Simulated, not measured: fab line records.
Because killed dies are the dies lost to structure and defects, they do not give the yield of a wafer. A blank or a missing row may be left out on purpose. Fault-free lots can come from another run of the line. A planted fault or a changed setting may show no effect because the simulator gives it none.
What tool caused it? :: flow sky130 :: 38 wafers from 13 lots sampled at 5 of the route's 708 steps

WHAT THE GAUGES SHOWED, per wafer
SKY_VIA3_THK_MEAS_01.
lot: L141
measured: day 38 17:05
on: film_metro-04
VIA3_HDPCVD_THK (nm): 1659 1579 1589

lot: L143
measured: day 39 04:17
on: film_metro-03
VIA3_HDPCVD_THK (nm): 1591 1588 1639

lot: L144
measured: day 39 06:58
on: film_metro-03
VIA3_HDPCVD_THK (nm): 1606 1594 1581

lot: L145
measured: day 40 04:34
on: film_metro-04
VIA3_HDPCVD_THK (nm): 1631 1648 1648

lot: L146
measured: day 40 10:53
on: film_metro-02
VIA3_HDPCVD_THK (nm): 1621 1621 1644

lot: L147
measured: day 40 15:47
on: film_metro-02
VIA3_HDPCVD_THK (nm): 1631 1625 1626

lot: L149
measured: day 41 08:59
on: film_metro-03
VIA3_HDPCVD_THK (nm): 1669 1651 1656

lot: L150
measured: day 41 12:33
on: film_metro-02
VIA3_HDPCVD_THK (nm): 1648 1636 1650

lot: L151
measured: day 41 19:50
on: film_metro-04
VIA3_HDPCVD_THK (nm): 1637 1591 1652

lot: L152
measured: day 42 01:17
on: film_metro-03
VIA3_HDPCVD_THK (nm): 1645 1673 1657

lot: L157
measured: day 43 10:41
on: film_metro-03
VIA3_HDPCVD_THK (nm): 2279 2267

lot: L160
measured: day 44 05:26
on: film_metro-03
VIA3_HDPCVD_THK (nm): 1595 2266 1676

lot: L163
measured: day 44 20:17
on: film_metro-03
VIA3_HDPCVD_THK (nm): 1655 1630 1645

SKY_CAP2M_OVL_MEAS_12.
lot: L141
measured: day 40 21:31
on: overlay-01
CAP2M_OVL (nm): 0.5 1.2 2.7

lot: L143
measured: day 41 07:44
on: overlay-01
CAP2M_OVL (nm): 0.1 0.6 -0.8

lot: L144
measured: day 41 11:07
on: overlay-02
CAP2M_OVL (nm): 1.4 2.4 1.9

lot: L145
measured: day 42 07:41
on: overlay-01
CAP2M_OVL (nm): -2.0 -1.1 0.2

lot: L146
measured: day 42 13:05
on: overlay-02
CAP2M_OVL (nm): 0.0 0.3 1.3

lot: L147
measured: day 42 18:37
on: overlay-02
CAP2M_OVL (nm): 2.9 1.5 2.9

lot: L149
measured: day 43 10:23
on: overlay-01
CAP2M_OVL (nm): -1.5 -2.3 1.1

lot: L150
measured: day 43 13:34
on: overlay-01
CAP2M_OVL (nm): -0.5 0.3 -0.3

lot: L151
measured: day 43 20:47
on: overlay-01
CAP2M_OVL (nm): -0.8 -1.6 -0.7

lot: L152
measured: day 44 01:46
on: overlay-01
CAP2M_OVL (nm): 0.1 0.2 -0.6

lot: L157
measured: day 45 10:08
on: overlay-01
CAP2M_OVL (nm): -0.5 -0.3

lot: L160
measured: day 46 02:55
on: overlay-01
CAP2M_OVL (nm): 0.1 0.0 -1.2

lot: L163
measured: day 46 15:47
on: overlay-01
CAP2M_OVL (nm): 1.3 1.0 0.4

EACH LOT AND THE TOOL THAT RAN IT (in order: tool; ch and the chambers of the sampled wafers; start)
lot: L141
SKY_METAL2_SPUTTER_00: pvd_sputter-04, day 34 04:06
SKY_VIA2_SPUTTER_20: pvd_sputter-02, day 36 10:35
SKY_VIA3_HDPCVD_00: hdpcvd-02 ch 0,1, day 38 16:54

lot: L143
SKY_METAL2_SPUTTER_00: pvd_sputter-01, day 34 15:10
SKY_VIA2_SPUTTER_20: pvd_sputter-02, day 36 21:56
SKY_VIA3_HDPCVD_00: hdpcvd-02 ch 0,1,2, day 39 04:07

lot: L144
SKY_METAL2_SPUTTER_00: pvd_sputter-03, day 34 18:14
SKY_VIA2_SPUTTER_20: pvd_sputter-02, day 37 00:43
SKY_VIA3_HDPCVD_00: hdpcvd-02 ch 0,2, day 39 06:49

lot: L145
SKY_METAL2_SPUTTER_00: pvd_sputter-03, day 35 18:03
SKY_VIA2_SPUTTER_20: pvd_sputter-02, day 37 23:56
SKY_VIA3_HDPCVD_00: hdpcvd-01 ch 0,1,2, day 40 04:25

lot: L146
SKY_METAL2_SPUTTER_00: pvd_sputter-01, day 35 22:50
SKY_VIA2_SPUTTER_20: pvd_sputter-02, day 38 06:03
SKY_VIA3_HDPCVD_00: hdpcvd-01 ch 0,1, day 40 10:43

lot: L147
SKY_METAL2_SPUTTER_00: pvd_sputter-01, day 36 02:47
SKY_VIA2_SPUTTER_20: pvd_sputter-02, day 38 09:25
SKY_VIA3_HDPCVD_00: hdpcvd-01 ch 0,1, day 40 15:37

lot: L149
SKY_METAL2_SPUTTER_00: pvd_sputter-01, day 37 00:06
SKY_VIA2_SPUTTER_20: pvd_sputter-02, day 39 05:25
SKY_VIA3_HDPCVD_00: hdpcvd-01 ch 1,2, day 41 08:49

lot: L150
SKY_METAL2_SPUTTER_00: pvd_sputter-01, day 37 00:59
SKY_VIA2_SPUTTER_20: pvd_sputter-01, day 39 07:17
SKY_VIA3_HDPCVD_00: hdpcvd-01 ch 0, day 41 12:18

lot: L151
SKY_METAL2_SPUTTER_00: pvd_sputter-01, day 37 08:11
SKY_VIA2_SPUTTER_20: pvd_sputter-01, day 39 14:56
SKY_VIA3_HDPCVD_00: hdpcvd-02 ch 0,1,2, day 41 19:39

lot: L152
SKY_METAL2_SPUTTER_00: pvd_sputter-01, day 37 13:31
SKY_VIA2_SPUTTER_20: pvd_sputter-01, day 39 20:17
SKY_VIA3_HDPCVD_00: hdpcvd-02 ch 0,1,2, day 42 01:07

lot: L157
SKY_METAL2_SPUTTER_00: pvd_sputter-01, day 39 03:13
SKY_VIA2_SPUTTER_20: pvd_sputter-04, day 41 08:13
SKY_VIA3_HDPCVD_00: hdpcvd-02 ch 1, day 43 10:31

lot: L160
SKY_METAL2_SPUTTER_00: pvd_sputter-04, day 39 23:35
SKY_VIA2_SPUTTER_20: pvd_sputter-02, day 42 04:02
SKY_VIA3_HDPCVD_00: hdpcvd-02 ch 0,1,2, day 44 05:16

lot: L163
SKY_METAL2_SPUTTER_00: pvd_sputter-04, day 40 16:49
SKY_VIA2_SPUTTER_20: pvd_sputter-01, day 42 20:46
SKY_VIA3_HDPCVD_00: hdpcvd-01 ch 1,2, day 44 20:01
- SKY_METAL2_SPUTTER_00: material Ti, target thk 15 nm, time 10 s.
- SKY_VIA2_SPUTTER_20: material TiN, target thk 20 nm, time 80 s.
- SKY_VIA3_HDPCVD_00: deposits SiO2, target thk 1635 nm, time 272.5 s.

WHAT THE TOOLS THEMSELVES READ (means of the sampled wafers that have a number; where no wafer has one, the mark that the record gives instead)
SKY_METAL2_SPUTTER_00.
lot: L141
tool: pvd_sputter-04
throttle_valve_pct (%): 31.4

lot: L143
tool: pvd_sputter-01
throttle_valve_pct (%): 30.0

lot: L144
tool: pvd_sputter-03
throttle_valve_pct (%): 30.4

lot: L145
tool: pvd_sputter-03
throttle_valve_pct (%): 29.3

lot: L146
tool: pvd_sputter-01
throttle_valve_pct (%): 29.8

lot: L147
tool: pvd_sputter-01
throttle_valve_pct (%): 29.9

lot: L149
tool: pvd_sputter-01
throttle_valve_pct (%): 29.2

lot: L150
tool: pvd_sputter-01
throttle_valve_pct (%): 30.1

lot: L151
tool: pvd_sputter-01
throttle_valve_pct (%): 30.0

lot: L152
tool: pvd_sputter-01
throttle_valve_pct (%): 30.0

lot: L157
tool: pvd_sputter-01
throttle_valve_pct (%): 29.6

lot: L160
tool: pvd_sputter-04
throttle_valve_pct (%): 31.5

lot: L163
tool: pvd_sputter-04
throttle_valve_pct (%): 31.4

SKY_VIA2_SPUTTER_20.
lot: L141
tool: pvd_sputter-02
throttle_valve_pct (%): 29.9

lot: L143
tool: pvd_sputter-02
throttle_valve_pct (%): 29.1

lot: L144
tool: pvd_sputter-02
throttle_valve_pct (%): 30.6

lot: L145
tool: pvd_sputter-02
throttle_valve_pct (%): 29.8

lot: L146
tool: pvd_sputter-02
throttle_valve_pct (%): 29.9

lot: L147
tool: pvd_sputter-02
throttle_valve_pct (%): 29.7

lot: L149
tool: pvd_sputter-02
throttle_valve_pct (%): 29.8

lot: L150
tool: pvd_sputter-01
throttle_valve_pct (%): 29.2

lot: L151
tool: pvd_sputter-01
throttle_valve_pct (%): 29.7

lot: L152
tool: pvd_sputter-01
throttle_valve_pct (%): 29.0

lot: L157
tool: pvd_sputter-04
throttle_valve_pct (%): 29.8

lot: L160
tool: pvd_sputter-02
throttle_valve_pct (%): 29.6

lot: L163
tool: pvd_sputter-01
throttle_valve_pct (%): 29.5

THE ANSWER, worked out from the rows above alone
Rule: the usual values come from the lots themselves. The widest of any qualifying gaps counts: lots, ordered by their means at a reading, are off when they make up no more than a third of the lots, leave a main group of 4 or more, and stand apart from it by 3 or more times the standard deviation of that group's means. If all means in a main group match to the digits the tables above print for the reading, that group is not used. A lot without any number at a reading at which 4 lots or more have one is off too. Where the step has rows for the other lots, those lots are counted as sound. Order of review: gauges by route order, followed by the tools' own readings, for which a lot's mean as printed above is used. The first step at which some lot is off is used, and at that step the reading that is off furthest; a lot without a number counts as furthest.
Off: L157, L160, at SKY_VIA3_THK_MEAS_01 (VIA3_HDPCVD_THK). The main group has a mean of 1631 nm with a standard deviation of 20.
If a tool, at a process step before that reading, ran all the lots that are off and no sound lot after the first of them, it fits. Gauges at SKY_VIA3_THK_MEAS_01: tried the same way as those tools. One candidate fits, namely hdpcvd-02 at SKY_VIA3_HDPCVD_00. Its last sound lot is L152 (day 42 01:07), its first lot that is off L157 (day 43 10:31): a fault that began between those two fits.

WHAT THE SIMULATOR HAD INSERTED
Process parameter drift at SKY_VIA3_HDPCVD_00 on hdpcvd-02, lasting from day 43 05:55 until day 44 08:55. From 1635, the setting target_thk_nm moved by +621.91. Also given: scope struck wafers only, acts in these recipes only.
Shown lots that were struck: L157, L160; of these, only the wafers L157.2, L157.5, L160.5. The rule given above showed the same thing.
